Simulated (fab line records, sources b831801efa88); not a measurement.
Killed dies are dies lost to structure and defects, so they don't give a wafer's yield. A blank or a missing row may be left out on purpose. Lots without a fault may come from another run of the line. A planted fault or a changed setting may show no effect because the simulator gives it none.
fab line records | flow gf180mcu
record lots=5 wafers=15 last_day=33
route steps=602 shown STI@29 DNWELL@32 NWELL@42 LVPWELL@54 MVSD@66
lots that met no fault: from a run of the same line without faults
start_h: hours from the record's first day to the start of the lot's first wafer shown | wait_h: hours since the lot's step before | " the same as in the row above | L1.1+2: a row that stands for several wafers | - no value, or no start given | * or withheld: withheld | < > ~ a bound
route shown NAME@n: a module of which the file shows steps, and the number in the route of the first | usual: mean/standard deviation of fault-free wafers | same: alike in all rows | chamber/n: place in a boat | sites: the reading at each site | _std_site: their standard deviation | _edge_site: outer sites' mean less inner sites' | radius_mm: how far each site lies from the wafer's centre | mask NAME#n: copy n | behind: the tool/chamber that last shaped the wafer | hold: why the lot was held/for how many hours/how that ended | device: the transistor (n, p or np) that didn't switch | end of line: the same wafers' tests at the end of the route | a step without rows: its recipe alone | killed: dies lost to structure and defects at the first sort, not the wafer's yield | map: a wafer's dies, x killed, . not, _ none there
set.NAME: the setting as run; set.NAME@STEP: as run at that earlier step | model.NAME: the simulator's own value behind a step, which no gauge read
lots at some steps of the route; a table a step, a row a wafer
services: from which hour (start_h, from the record's first day; less than 0 if before it) a tool's chamber was out of use, for how many hours, and why
## steps
# step GF_STI_WET_ETCH_28
# recipe chemistry=dHF target_depth_nm=20 dry=ipa_marangoni target=SiO2 temp_c=25 dilution=10:1 time_s=40
# columns lot.wafer tool chamber start_h wait_h
L080.3+4+6 wet_bench-02 1 59.85 0.0
L086.3+4+5 wet_bench-02 1 90.87 0.0
L091.3+5+6 wet_bench-03 3 115.47 0.0
L092.1+2+6 wet_bench-01 0 123.54 0.0
L093.1+5+6 wet_bench-03 2 127.20 0.0
# step GF_STI_OXIDATION_29
# recipe temp_c=900 ambient=O2 stabilise_s=600 purge_s=300 target_thk_a=100 ox_time_s=1418
# same stabilise_s=600
# columns lot.wafer tool chamber start_h wait_h
L080.3+4+6 furnace-02 0 60.36 0.5
L086.3+4+5 furnace-01 0 91.85 1.0
L091.3+5+6 furnace-02 0 115.76 0.3
L092.1+2+6 furnace-01 0 123.56 0.0
L093.1+5+6 furnace-02 0 128.17 0.9
# step GF_STI_THK_MEAS_30
# recipe reads=SiO2_of_STI_OXIDATION_29
# usual STI_OXIDATION_02_THK=10.04/0.19
# columns lot.wafer tool chamber start_h wait_h STI_OXIDATION_02_THK[nm]
L080.3 film_metro-03 - 61.77 0.0 10.08
L080.4 " - " " 10.10
L080.6 " - " " 9.76
L086.3 film_metro-04 - 93.27 0.0 10.12
L086.4 " - " " 10.04
L086.5 " - " " 10.11
L091.3 film_metro-03 - 117.17 0.0 9.95
L091.5 " - " " 10.01
L091.6 " - " " 10.09
L092.1 film_metro-03 - 124.95 0.0 9.86
L092.2 " - " " 9.87
L092.6 " - " " 9.79
L093.1 film_metro-02 - 129.56 0.0 10.37
L093.5 " - " " 10.18
L093.6 " - " " 10.28
# step GF_DNWELL_DEHYDRATE_00
# recipe temp_c=200 time_s=60
# usual heater_power_total_W=160.36/0.13
# columns lot.wafer tool chamber start_h wait_h heater_power_total_W
L080.3 litho_track-03 0 67.50 5.7 160.24
L080.4 " 0 " " 160.57
L080.6 " 0 " " 160.22
L086.3 litho_track-02 0 99.40 6.1 160.36
L086.4 " 0 " " 160.50
L086.5 " 0 " " 160.46
L091.3 litho_track-03 0 124.05 6.9 160.14
L091.5 " 0 " " 160.16
L091.6 " 0 " " 160.23
L092.1 litho_track-03 0 131.95 7.0 160.28
L092.2 " 0 " " 160.19
L092.6 " 0 " " 160.30
L093.1 litho_track-02 0 136.80 7.2 160.17
L093.5 " 0 " " 160.43
L093.6 " 0 " " 160.45
# step GF_DNWELL_HMDS_01
# recipe prime_time_s=60 prime_temp_c=120
# columns lot.wafer tool chamber start_h wait_h
L080.3+4+6 litho_track-03 0 67.65 0.1
L086.3+4+5 litho_track-02 0 99.55 0.1
L091.3+5+6 litho_track-03 0 124.20 0.1
L092.1+2+6 litho_track-03 0 132.10 0.1
L093.1+5+6 litho_track-02 0 136.95 0.1
# step GF_DNWELL_COAT_02
# recipe spin_rpm=2000 resist_thk_nm=3000
# columns lot.wafer tool chamber start_h wait_h
L080.3+4+6 litho_track-03 0 67.80 0.1
L086.3+4+5 litho_track-02 0 99.70 0.1
L091.3+5+6 litho_track-03 0 124.35 0.1
L092.1+2+6 litho_track-03 0 132.25 0.1
L093.1+5+6 litho_track-02 0 137.10 0.1
# step GF_DNWELL_SOFTBAKE_03
# recipe temp_c=110 time_s=withheld
# usual heater_power_total_W=65.33/0.13
# columns lot.wafer tool chamber start_h wait_h heater_power_total_W
L080.3 litho_track-03 0 67.96 0.1 65.32
L080.4 " 0 " " 65.42
L080.6 " 0 " " 65.36
L086.3 litho_track-02 0 99.87 0.1 65.17
L086.4 " 0 " " 65.52
L086.5 " 0 " " 65.34
L091.3 litho_track-03 0 124.51 0.1 65.35
L091.5 " 0 " " 65.19
L091.6 " 0 " " 65.49
L092.1 litho_track-03 0 132.40 0.1 65.13
L092.2 " 0 " " 65.50
L092.6 " 0 " " 65.28
L093.1 litho_track-02 0 137.25 0.1 65.28
L093.5 " 0 " " 65.45
L093.6 " 0 " " 65.46
# step GF_DNWELL_EXPOSE_04
# recipe mask_id=DNWELL target_cd_nm=1700 na=0.6 source_shape=conventional sigma_outer=0.6 dose_mj=260
# columns lot.wafer tool chamber start_h wait_h mask
L080.3+4+6 iline_stepper-01 0 - - DNWELL#0
L086.3+4+5 iline_stepper-01 0 - - DNWELL#0
L091.3+5+6 iline_stepper-02 0 - - DNWELL#0
L092.1+2+6 iline_stepper-01 0 - - DNWELL#0
L093.1+5+6 iline_stepper-02 0 - - DNWELL#0
# step GF_DNWELL_PEB_05
# recipe temp_c=115 time_s=withheld
# usual heater_power_total_W=69.32/0.14
# columns lot.wafer tool chamber start_h wait_h heater_power_total_W
L080.3 litho_track-03 0 - - 69.36
L080.4 " 0 " " 69.36
L080.6 " 0 " " 69.42
L086.3 litho_track-04 0 - - 69.18
L086.4 " 0 " " 69.36
L086.5 " 0 " " 69.09
L091.3 litho_track-02 0 - - 69.32
L091.5 " 0 " " 69.34
L091.6 " 0 " " 69.20
L092.1 litho_track-04 0 - - 69.28
L092.2 " 0 " " 69.09
L092.6 " 0 " " 69.29
L093.1 litho_track-02 0 - - 69.29
L093.5 " 0 " " 69.47
L093.6 " 0 " " 69.20
# step GF_DNWELL_DEVELOP_06
# recipe wall_angle_deg=90 develop_time_s=60 dev_temp_c=23
# columns lot.wafer tool chamber start_h wait_h
L080.3+4+6 litho_track-03 0 - -
L086.3+4+5 litho_track-04 0 - -
L091.3+5+6 litho_track-02 0 - -
L092.1+2+6 litho_track-04 0 - -
L093.1+5+6 litho_track-02 0 - -
# step GF_DNWELL_IMPLANT_07
# recipe species=P energy_kev=1500 dose_cm2=1e+13 tilt_deg=0
# columns lot.wafer tool chamber start_h wait_h
L080.3+4+6 implanter-03 0 74.85 -
L086.3+4+5 implanter-02 0 107.35 -
L091.3+5+6 implanter-03 0 131.85 -
L092.1+2+6 implanter-02 0 140.25 -
L093.1+5+6 implanter-03 0 144.80 -
# step GF_DNWELL_STRIP_08
# recipe chemistry=O2/N2 power_w=1400 pressure_mtorr=1500 platen_temp_c=250 o2_flow_sccm=3000 n2_flow_sccm=300 overash_fraction=0.5
# usual drypump_motor_current_A=5.9/0.54 heater_power_w=359/41 oes_product_au=0.722/0.0042 strip_time_to_endpoint_s=36.98/0.078
# columns lot.wafer tool chamber start_h wait_h drypump_motor_current_A heater_power_w oes_product_au rf_hours_counter_h strip_time_to_endpoint_s
L080.3 plasma_asher-04 1 74.98 0.1 5.9 323 0.722 - 37.03
L080.4 " 0 " " 6.2 288 0.727 - 37.00
L080.6 " 0 " " 6.2 302 0.720 - 36.97
L086.3 plasma_asher-01 0 107.48 0.1 6.1 350 0.723 - 36.86
L086.4 " 1 " " 6.5 390 0.718 - 36.85
L086.5 " 0 " " 6.1 349 0.717 - 36.87
L091.3 plasma_asher-03 0 131.98 0.1 6.0 413 0.725 - 37.05
L091.5 " 1 " " 4.8 345 0.717 - 36.93
L091.6 " 0 " " 6.0 408 0.722 - 36.90
L092.1 plasma_asher-03 0 140.40 0.1 6.0 421 0.726 50 37.12
L092.2 " 1 " " 4.8 329 0.716 50 37.11
L092.6 " 1 " " 4.8 349 0.718 - 37.12
L093.1 plasma_asher-03 1 144.95 0.1 4.8 344 0.728 50 36.94
L093.5 " 0 " " 6.0 417 0.722 - 37.06
L093.6 " 1 " " 4.8 345 0.721 - 36.99
# step GF_DNWELL_TW_MEAS_09
# usual DNWELL_TW=1344/6.4
# columns lot.wafer tool chamber start_h wait_h DNWELL_TW
L080.3 film_metro-01 - 75.08 0.1 1341
L080.4 " - " " 1336
L080.6 " - " " 1341
L086.3 film_metro-01 - 107.57 0.1 1344
L086.4 " - " " 1352
L086.5 " - " " 1341
L091.3 film_metro-01 - 132.07 0.1 1334
L091.5 " - " " 1330
L091.6 " - " " 1339
L092.1 film_metro-02 - 140.50 0.1 1330
L092.2 " - " " 1339
L092.6 " - " " 1341
L093.1 film_metro-01 - 145.05 0.1 1352
L093.5 " - " " 1341
L093.6 " - " " 1344
# step GF_NWELL_DEHYDRATE_00
# recipe temp_c=200 time_s=60
# usual heater_power_total_W=160.37/0.12
# columns lot.wafer tool chamber start_h wait_h heater_power_total_W
L080.3 litho_track-03 0 80.70 5.6 160.33
L080.4 " 0 " " 160.42
L080.6 " 0 " " 160.38
L086.3 litho_track-03 0 113.80 6.2 160.22
L086.4 " 0 " " 160.17
L086.5 " 0 " " 160.46
L091.3 litho_track-01 0 139.19 7.1 160.42
L091.5 " 0 " " 160.21
L091.6 " 0 " " 160.24
L092.1 litho_track-03 0 148.15 7.6 160.61
L092.2 " 0 " " 160.37
L092.6 " 0 " " 160.18
L093.1 litho_track-03 0 152.30 7.2 160.29
L093.5 " 0 " " 160.59
L093.6 " 0 " " 160.36
# step GF_NWELL_HMDS_01
# recipe prime_time_s=60 prime_temp_c=120
# columns lot.wafer tool chamber start_h wait_h
L080.3+4+6 litho_track-03 0 80.85 0.1
L086.3+4+5 litho_track-03 0 113.95 0.1
L091.3+5+6 litho_track-01 0 139.34 0.1
L092.1+2+6 litho_track-03 0 148.30 0.1
L093.1+5+6 litho_track-03 0 152.45 0.1
# step GF_NWELL_COAT_02
# recipe spin_rpm=2000 resist_thk_nm=3000
# columns lot.wafer tool chamber start_h wait_h
L080.3+4+6 litho_track-03 0 81.00 0.1
L086.3+4+5 litho_track-03 0 114.10 0.1
L091.3+5+6 litho_track-01 0 139.49 0.1
L092.1+2+6 litho_track-03 0 148.45 0.1
L093.1+5+6 litho_track-03 0 152.60 0.1
# step GF_NWELL_SOFTBAKE_03
# recipe temp_c=110 time_s=withheld
# usual heater_power_total_W=65.31/0.14
# columns lot.wafer tool chamber start_h wait_h heater_power_total_W
L080.3 litho_track-03 0 81.16 0.1 65.53
L080.4 " 0 " " 65.38
L080.6 " 0 " " 65.10
L086.3 litho_track-03 0 114.26 0.1 65.23
L086.4 " 0 " " 65.27
L086.5 " 0 " " 65.26
L091.3 litho_track-01 0 139.66 0.1 65.10
L091.5 " 0 " " 65.19
L091.6 " 0 " " 65.35
L092.1 litho_track-03 0 148.60 0.1 65.23
L092.2 " 0 " " 65.10
L092.6 " 0 " " 65.49
L093.1 litho_track-03 0 152.75 0.1 65.48
L093.5 " 0 " " 65.41
L093.6 " 0 " " 65.26
# step GF_NWELL_EXPOSE_04
# recipe mask_id=Nwell target_cd_nm=860 na=0.6 source_shape=conventional sigma_outer=0.6 dose_mj=260
# columns lot.wafer tool chamber start_h wait_h mask
L080.3+4+6 iline_stepper-01 0 - - Nwell#0
L086.3+4+5 iline_stepper-01 0 - - Nwell#0
L091.3+5+6 iline_stepper-02 0 - - Nwell#0
L092.1+2+6 iline_stepper-01 0 - - Nwell#0
L093.1+5+6 iline_stepper-01 0 - - Nwell#0
# step GF_NWELL_PEB_05
# recipe temp_c=115 time_s=withheld
# usual heater_power_total_W=69.35/0.13
# columns lot.wafer tool chamber start_h wait_h heater_power_total_W
L080.3 litho_track-03 0 - - 69.17
L080.4 " 0 " " 69.53
L080.6 " 0 " " 69.47
L086.3 litho_track-01 0 - - 69.33
L086.4 " 0 " " 69.54
L086.5 " 0 " " 69.19
L091.3 litho_track-01 0 - - 69.50
L091.5 " 0 " " 69.24
L091.6 " 0 " " 69.49
L092.1 litho_track-02 0 - - 69.15
L092.2 " 0 " " 69.29
L092.6 " 0 " " 69.35
L093.1 litho_track-01 0 - - 69.25
L093.5 " 0 " " 69.50
L093.6 " 0 " " 69.29
# step GF_NWELL_DEVELOP_06
# recipe wall_angle_deg=90 develop_time_s=60 dev_temp_c=23
# columns lot.wafer tool chamber start_h wait_h
L080.3+4+6 litho_track-03 0 - -
L086.3+4+5 litho_track-01 0 - -
L091.3+5+6 litho_track-01 0 - -
L092.1+2+6 litho_track-02 0 - -
L093.1+5+6 litho_track-01 0 - -
# step GF_NWELL_OVL_MEAS_07
# usual NWELL_OVL=-0.2/1.4
# columns lot.wafer tool chamber start_h wait_h NWELL_OVL[nm]
L080.3 overlay-02 - 88.21 - 0.8
L080.4 " - " " 1.5
L080.6 " - " " 1.8
L086.3 overlay-01 - 122.00 - -1.5
L086.4 " - " " -1.1
L086.5 " - " " -0.6
L091.3 overlay-01 - 147.45 - -0.5
L091.5 " - " " -1.5
L091.6 " - " " -2.9
L092.1 overlay-02 - 156.30 - -0.5
L092.2 " - " " 1.5
L092.6 " - " " 0.7
L093.1 overlay-01 - 160.09 - -1.5
L093.5 " - " " -2.5
L093.6 " - " " -2.3
# step GF_NWELL_IMPLANT_08
# recipe species=P energy_kev=450 dose_cm2=1.5e+13 tilt_deg=0
# columns lot.wafer tool chamber start_h wait_h
L080.3+4+6 implanter-02 0 88.28 0.1
L086.3+4+5 implanter-02 0 122.08 0.1
L091.3+5+6 implanter-04 0 147.53 0.1
L092.1+2+6 implanter-04 0 156.34 0.0
L093.1+5+6 implanter-01 0 160.13 0.0
# step GF_NWELL_IMPLANT_09
# recipe species=P energy_kev=160 dose_cm2=4e+12 tilt_deg=0
# columns lot.wafer tool chamber start_h wait_h
L080.3+4+6 implanter-02 0 88.43 0.1
L086.3+4+5 implanter-02 0 122.23 0.1
L091.3+5+6 implanter-04 0 147.68 0.1
L092.1+2+6 implanter-04 0 156.49 0.1
L093.1+5+6 implanter-01 0 160.28 0.1
# step GF_NWELL_STRIP_10
# recipe chemistry=O2/N2 power_w=1400 pressure_mtorr=1500 platen_temp_c=250 o2_flow_sccm=3000 n2_flow_sccm=300 overash_fraction=0.5
# usual drypump_motor_current_A=5.8/0.39 heater_power_w=339/34 oes_product_au=0.722/0.0042 strip_time_to_endpoint_s=36.97/0.086
# columns lot.wafer tool chamber start_h wait_h drypump_motor_current_A heater_power_w oes_product_au rf_hours_counter_h strip_time_to_endpoint_s
L080.3 plasma_asher-04 1 88.57 0.1 5.9 330 0.722 - 36.95
L080.4 " 0 " " 6.2 298 0.721 - 37.00
L080.6 " 0 " " 6.2 290 0.725 - 36.81
L086.3 plasma_asher-04 1 122.36 0.1 5.9 331 0.724 - 36.83
L086.4 " 0 " " 6.2 297 0.724 - 36.99
L086.5 " 0 " " 6.2 295 0.722 - 36.89
L091.3 plasma_asher-02 0 147.81 0.1 5.6 347 0.726 - 37.11
L091.5 " 0 " " 5.7 354 0.727 - 37.03
L091.6 " 1 " " 5.7 337 0.718 - 36.91
L092.1 plasma_asher-02 1 156.64 0.1 5.7 344 0.725 48 36.95
L092.2 " 0 " " 5.7 343 0.720 48 36.90
L092.6 " 0 " " 5.7 347 0.720 - 36.99
L093.1 plasma_asher-03 1 160.43 0.1 4.8 352 0.727 52 36.96
L093.5 " 0 " " 6.0 425 0.720 - 37.04
L093.6 " 1 " " 4.8 348 0.720 - 36.93
# step GF_NWELL_TW_MEAS_11
# usual NWELL_TW=1559/7.1
# columns lot.wafer tool chamber start_h wait_h NWELL_TW
L080.3 film_metro-01 - 88.65 0.1 1556
L080.4 " - " " 1565
L080.6 " - " " 1550
L086.3 film_metro-04 - 122.45 0.1 1542
L086.4 " - " " 1544
L086.5 " - " " 1549
L091.3 film_metro-04 - 147.90 0.1 1560
L091.5 " - " " 1551
L091.6 " - " " 1548
L092.1 film_metro-01 - 156.74 0.1 1558
L092.2 " - " " 1554
L092.6 " - " " 1562
L093.1 film_metro-01 - 160.53 0.1 1559
L093.5 " - " " 1567
L093.6 " - " " 1558
# step GF_LVPWELL_DEHYDRATE_00
# recipe temp_c=200 time_s=60
# usual heater_power_total_W=160.37/0.13
# columns lot.wafer tool chamber start_h wait_h heater_power_total_W
L080.3 litho_track-02 0 94.10 5.4 160.32
L080.4 " 0 " " 160.35
L080.6 " 0 " " 160.22
L086.3 litho_track-04 0 128.55 6.1 160.50
L086.4 " 0 " " 160.56
L086.5 " 0 " " 160.32
L091.3 litho_track-01 0 154.89 7.0 160.43
L091.5 " 0 " " 160.28
L091.6 " 0 " " 160.53
L092.1 litho_track-01 0 163.84 7.1 160.35
L092.2 " 0 " " 160.37
L092.6 " 0 " " 160.36
L093.1 litho_track-02 0 168.05 7.5 160.33
L093.5 " 0 " " 160.19
L093.6 " 0 " " 160.23
# step GF_LVPWELL_HMDS_01
# recipe prime_time_s=60 prime_temp_c=120
# columns lot.wafer tool chamber start_h wait_h
L080.3+4+6 litho_track-02 0 94.25 0.1
L086.3+4+5 litho_track-04 0 128.70 0.1
L091.3+5+6 litho_track-01 0 155.04 0.1
L092.1+2+6 litho_track-01 0 163.99 0.1
L093.1+5+6 litho_track-02 0 168.20 0.1
# step GF_LVPWELL_COAT_02
# recipe spin_rpm=2000 resist_thk_nm=3000
# columns lot.wafer tool chamber start_h wait_h
L080.3+4+6 litho_track-02 0 94.40 0.1
L086.3+4+5 litho_track-04 0 128.85 0.1
L091.3+5+6 litho_track-01 0 155.19 0.1
L092.1+2+6 litho_track-01 0 164.14 0.1
L093.1+5+6 litho_track-02 0 168.35 0.1
# step GF_LVPWELL_SOFTBAKE_03
# recipe temp_c=110 time_s=withheld
# usual heater_power_total_W=65.32/0.13
# columns lot.wafer tool chamber start_h wait_h heater_power_total_W
L080.3 litho_track-02 0 94.57 0.1 65.41
L080.4 " 0 " " 65.33
L080.6 " 0 " " 65.28
L086.3 litho_track-04 0 129.01 0.1 65.17
L086.4 " 0 " " 65.38
L086.5 " 0 " " 65.37
L091.3 litho_track-01 0 155.36 0.1 65.21
L091.5 " 0 " " 65.42
L091.6 " 0 " " 65.35
L092.1 litho_track-01 0 164.29 0.1 65.29
L092.2 " 0 " " 65.46
L092.6 " 0 " " 65.56
L093.1 litho_track-02 0 168.50 0.1 65.52
L093.5 " 0 " " 65.19
L093.6 " 0 " " 65.54
# step GF_LVPWELL_EXPOSE_04
# recipe mask_id=LVPWELL target_cd_nm=600 na=0.6 source_shape=conventional sigma_outer=0.6 dose_mj=260
# columns lot.wafer tool chamber start_h wait_h mask
L080.3+4+6 iline_stepper-01 0 - - LVPWELL#0
L086.3+4+5 iline_stepper-02 0 - - LVPWELL#0
L091.3+5+6 iline_stepper-01 0 - - LVPWELL#0
L092.1+2+6 iline_stepper-01 0 - - LVPWELL#0
L093.1+5+6 iline_stepper-01 0 - - LVPWELL#0
# step GF_LVPWELL_PEB_05
# recipe temp_c=115 time_s=withheld
# usual heater_power_total_W=69.33/0.13
# columns lot.wafer tool chamber start_h wait_h heater_power_total_W
L080.3 litho_track-02 0 - - 69.33
L080.4 " 0 " " 69.31
L080.6 " 0 " " 69.50
L086.3 litho_track-04 0 - - 69.18
L086.4 " 0 " " 69.52
L086.5 " 0 " " 69.39
L091.3 litho_track-02 0 - - 69.31
L091.5 " 0 " " 69.30
L091.6 " 0 " " 69.14
L092.1 litho_track-02 0 - - 69.45
L092.2 " 0 " " 69.19
L092.6 " 0 " " 69.38
L093.1 litho_track-04 0 - - 69.50
L093.5 " 0 " " 69.41
L093.6 " 0 " " 69.43
# step GF_LVPWELL_DEVELOP_06
# recipe wall_angle_deg=90 develop_time_s=60 dev_temp_c=23
# columns lot.wafer tool chamber start_h wait_h
L080.3+4+6 litho_track-02 0 - -
L086.3+4+5 litho_track-04 0 - -
L091.3+5+6 litho_track-02 0 - -
L092.1+2+6 litho_track-02 0 - -
L093.1+5+6 litho_track-04 0 - -
# step GF_LVPWELL_OVL_MEAS_07
# usual LVPWELL_OVL=-0.7/1.2
# columns lot.wafer tool chamber start_h wait_h LVPWELL_OVL[nm]
L080.3 overlay-02 - 102.31 - 0.0
L080.4 " - " " -0.6
L080.6 " - " " 1.0
L086.3 overlay-02 - 136.36 - -1.6
L086.4 " - " " -1.2
L086.5 " - " " -1.6
L091.3 overlay-02 - 163.16 - -0.2
L091.5 " - " " -0.7
L091.6 " - " " -0.5
L092.1 overlay-01 - 172.55 - -2.8
L092.2 " - " " -3.4
L092.6 " - " " -2.4
L093.1 overlay-02 - 176.70 - 0.1
L093.5 " - " " 1.4
L093.6 " - " " 0.6
# step GF_LVPWELL_IMPLANT_08
# recipe species=B energy_kev=170 dose_cm2=1.5e+13 tilt_deg=0
# columns lot.wafer tool chamber start_h wait_h
L080.3+4+6 implanter-01 0 102.39 0.1
L086.3+4+5 implanter-04 0 136.43 0.1
L091.3+5+6 implanter-01 0 163.24 0.1
L092.1+2+6 implanter-04 0 172.59 0.0
L093.1+5+6 implanter-03 0 176.73 0.0
# step GF_LVPWELL_IMPLANT_09
# recipe species=B energy_kev=60 dose_cm2=5e+12 tilt_deg=0
# columns lot.wafer tool chamber start_h wait_h
L080.3+4+6 implanter-01 0 102.54 0.1
L086.3+4+5 implanter-04 0 136.58 0.1
L091.3+5+6 implanter-01 0 163.39 0.1
L092.1+2+6 implanter-04 0 172.74 0.1
L093.1+5+6 implanter-03 0 176.88 0.1
# step GF_LVPWELL_STRIP_10
# recipe chemistry=O2/N2 power_w=1400 pressure_mtorr=1500 platen_temp_c=250 o2_flow_sccm=3000 n2_flow_sccm=300 overash_fraction=0.5
# usual drypump_motor_current_A=5.8/0.54 heater_power_w=369/34 oes_product_au=0.723/0.0043 strip_time_to_endpoint_s=36.97/0.089
# columns lot.wafer tool chamber start_h wait_h drypump_motor_current_A heater_power_w oes_product_au rf_hours_counter_h strip_time_to_endpoint_s
L080.3 plasma_asher-03 0 102.67 0.1 6.0 431 0.718 - 36.90
L080.4 " 1 " " 4.8 348 0.725 - 36.99
L080.6 " 1 " " 4.8 345 0.725 - 36.98
L086.3 plasma_asher-01 0 136.72 0.1 6.1 338 0.724 - 37.10
L086.4 " 1 " " 6.5 406 0.723 - 37.05
L086.5 " 1 " " 6.5 411 0.723 - 36.96
L091.3 plasma_asher-03 0 163.52 0.1 6.0 418 0.722 - 37.01
L091.5 " 0 " " 6.0 409 0.715 - 37.17
L091.6 " 1 " " 4.8 354 0.728 - 37.05
L092.1 plasma_asher-03 1 172.89 0.1 4.8 348 0.718 54 36.82
L092.2 " 0 " " 6.0 419 0.727 54 36.81
L092.6 " 1 " " 4.8 351 0.728 - 37.00
L093.1 plasma_asher-03 0 177.03 0.1 6.0 415 0.719 54 36.97
L093.5 " 0 " " 6.0 421 0.716 - 37.03
L093.6 " 1 " " 4.8 353 0.725 - 37.04
# step GF_LVPWELL_TW_MEAS_11
# usual LVPWELL_TW=554/3.1
# columns lot.wafer tool chamber start_h wait_h LVPWELL_TW
L080.3 film_metro-01 - 102.76 0.1 557
L080.4 " - " " 552
L080.6 " - " " 556
L086.3 film_metro-04 - 136.80 0.1 549
L086.4 " - " " 547
L086.5 " - " " 551
L091.3 film_metro-01 - 163.61 0.1 554
L091.5 " - " " 558
L091.6 " - " " 557
L092.1 film_metro-02 - 172.99 0.1 557
L092.2 " - " " 559
L092.6 " - " " 556
L093.1 film_metro-01 - 177.13 0.1 555
L093.5 " - " " 556
L093.6 " - " " 553
# step GF_MVSD_DEHYDRATE_00
# recipe temp_c=200 time_s=60
# usual heater_power_total_W=160.38/0.13
# columns lot.wafer tool chamber start_h wait_h heater_power_total_W
L080.3 litho_track-03 0 108.80 6.0 160.27
L080.4 " 0 " " 160.61
L080.6 " 0 " " 160.36
L086.3 litho_track-01 0 143.94 7.1 160.34
L086.4 " 0 " " 160.16
L086.5 " 0 " " 160.35
L091.3 litho_track-01 0 170.89 7.3 160.53
L091.5 " 0 " " 160.39
L091.6 " 0 " " 160.52
L092.1 litho_track-04 0 180.95 8.0 160.66
L092.2 " 0 " " 160.69
L092.6 " 0 " " 160.49
L093.1 litho_track-04 0 185.00 7.9 160.38
L093.5 " 0 " " 160.29
L093.6 " 0 " " 160.41
# step GF_MVSD_HMDS_01
# recipe prime_time_s=60 prime_temp_c=120
# columns lot.wafer tool chamber start_h wait_h
L080.3+4+6 litho_track-03 0 108.95 0.1
L086.3+4+5 litho_track-01 0 144.09 0.1
L091.3+5+6 litho_track-01 0 171.04 0.1
L092.1+2+6 litho_track-04 0 181.10 0.1
L093.1+5+6 litho_track-04 0 185.15 0.1
# step GF_MVSD_COAT_02
# recipe spin_rpm=2000 resist_thk_nm=3000
# columns lot.wafer tool chamber start_h wait_h
L080.3+4+6 litho_track-03 0 109.10 0.1
L086.3+4+5 litho_track-01 0 144.24 0.1
L091.3+5+6 litho_track-01 0 171.19 0.1
L092.1+2+6 litho_track-04 0 181.25 0.1
L093.1+5+6 litho_track-04 0 185.30 0.1
# step GF_MVSD_SOFTBAKE_03
# recipe temp_c=110 time_s=withheld
# usual heater_power_total_W=65.32/0.14
# columns lot.wafer tool chamber start_h wait_h heater_power_total_W
L080.3 litho_track-03 0 109.26 0.1 65.03
L080.4 " 0 " " 65.24
L080.6 " 0 " " 65.21
L086.3 litho_track-01 0 144.41 0.1 65.28
L086.4 " 0 " " 65.47
L086.5 " 0 " " 65.42
L091.3 litho_track-01 0 171.36 0.1 65.50
L091.5 " 0 " " 65.09
L091.6 " 0 " " 65.46
L092.1 litho_track-04 0 181.40 0.1 65.19
L092.2 " 0 " " 65.56
L092.6 " 0 " " 65.32
L093.1 litho_track-04 0 185.45 0.1 65.28
L093.5 " 0 " " 65.44
L093.6 " 0 " " 65.17
# step GF_MVSD_EXPOSE_04
# recipe mask_id=MVSD target_cd_nm=1000 na=0.6 source_shape=conventional sigma_outer=0.6 dose_mj=260
# columns lot.wafer tool chamber start_h wait_h mask
L080.3+4+6 iline_stepper-01 0 - - MVSD#0
L086.3+4+5 iline_stepper-01 0 - - MVSD#0
L091.3+5+6 iline_stepper-01 0 - - MVSD#0
L092.1+2+6 iline_stepper-01 0 - - MVSD#0
L093.1+5+6 iline_stepper-02 0 - - MVSD#0
# step GF_MVSD_PEB_05
# recipe temp_c=115 time_s=withheld
# usual heater_power_total_W=69.33/0.13
# columns lot.wafer tool chamber start_h wait_h heater_power_total_W
L080.3 litho_track-01 0 - - 69.29
L080.4 " 0 " " 69.43
L080.6 " 0 " " 69.49
L086.3 litho_track-04 0 - - 69.43
L086.4 " 0 " " 69.29
L086.5 " 0 " " 69.33
L091.3 litho_track-04 0 - - 69.48
L091.5 " 0 " " 69.43
L091.6 " 0 " " 69.45
L092.1 litho_track-04 0 - - 69.46
L092.2 " 0 " " 69.56
L092.6 " 0 " " 69.19
L093.1 litho_track-01 0 - - 69.42
L093.5 " 0 " " 69.23
L093.6 " 0 " " 69.41
# step GF_MVSD_DEVELOP_06
# recipe wall_angle_deg=90 develop_time_s=60 dev_temp_c=23
# columns lot.wafer tool chamber start_h wait_h
L080.3+4+6 litho_track-01 0 - -
L086.3+4+5 litho_track-04 0 - -
L091.3+5+6 litho_track-04 0 - -
L092.1+2+6 litho_track-04 0 - -
L093.1+5+6 litho_track-01 0 - -
# step GF_MVSD_OVL_MEAS_07
# usual MVSD_OVL=0.2/1.3
# columns lot.wafer tool chamber start_h wait_h MVSD_OVL[nm]
L080.3 overlay-01 - 116.10 - -2.2
L080.4 " - " " 0.3
L080.6 " - " " -1.3
L086.3 overlay-01 - 152.56 - 0.5
L086.4 " - " " -2.0
L086.5 " - " " 0.5
L091.3 overlay-01 - 179.86 - 2.1
L091.5 " - " " 0.9
L091.6 " - " " 2.3
L092.1 overlay-02 - 189.99 - 1.0
L092.2 " - " " -0.2
L092.6 " - " " -1.8
L093.1 overlay-02 - 194.24 - 0.8
L093.5 " - " " 2.7
L093.6 " - " " 0.7
# step GF_MVSD_IMPLANT_08
# recipe species=P energy_kev=400 dose_cm2=1.6e+13 tilt_deg=0
# columns lot.wafer tool chamber start_h wait_h
L080.3+4+6 implanter-02 0 116.18 0.1
L086.3+4+5 implanter-03 0 152.63 0.1
L091.3+5+6 implanter-01 0 179.93 0.1
L092.1+2+6 implanter-03 0 190.03 0.0
L093.1+5+6 implanter-01 0 194.28 0.0
## services
# columns tool chamber start_h hours kind
plasma_asher-02 - 39.93 30.3 pm
iline_stepper-01 - 73.96 1.7 pm
implanter-01 - 77.15 4.1 repair
iline_stepper-02 - 85.93 1.7 pm
furnace-01 - 96.51 3.5 pm
plasma_asher-01 - 108.75 9.0 pm
plasma_asher-01 0 108.75 9.3 vent_cycle
implanter-01 - 112.21 4.6 pm
plasma_asher-01 - 113.90 4.1 repair
plasma_asher-02 - 114.91 2.2 repair
plasma_asher-03 - 123.35 6.7 pm
plasma_asher-01 - 126.86 0.5 repair
plasma_asher-04 - 139.65 28.1 pm
furnace-02 - 151.49 2.2 repair
implanter-02 - 159.34 2.1 repair
wet_bench-01 - 162.60 155.2 repair
plasma_asher-02 - 170.73 2.7 repair
implanter-03 - 171.27 2.9 pm
furnace-02 - 171.51 3.3 pm
plasma_asher-04 - 173.41 0.6 repair
implanter-02 - 174.09 7.1 repair
implanter-03 - 179.49 10.4 pm
plasma_asher-04 - 180.12 3.7 repair
iline_stepper-01 - 183.13 1.7 repair
## key
fault none
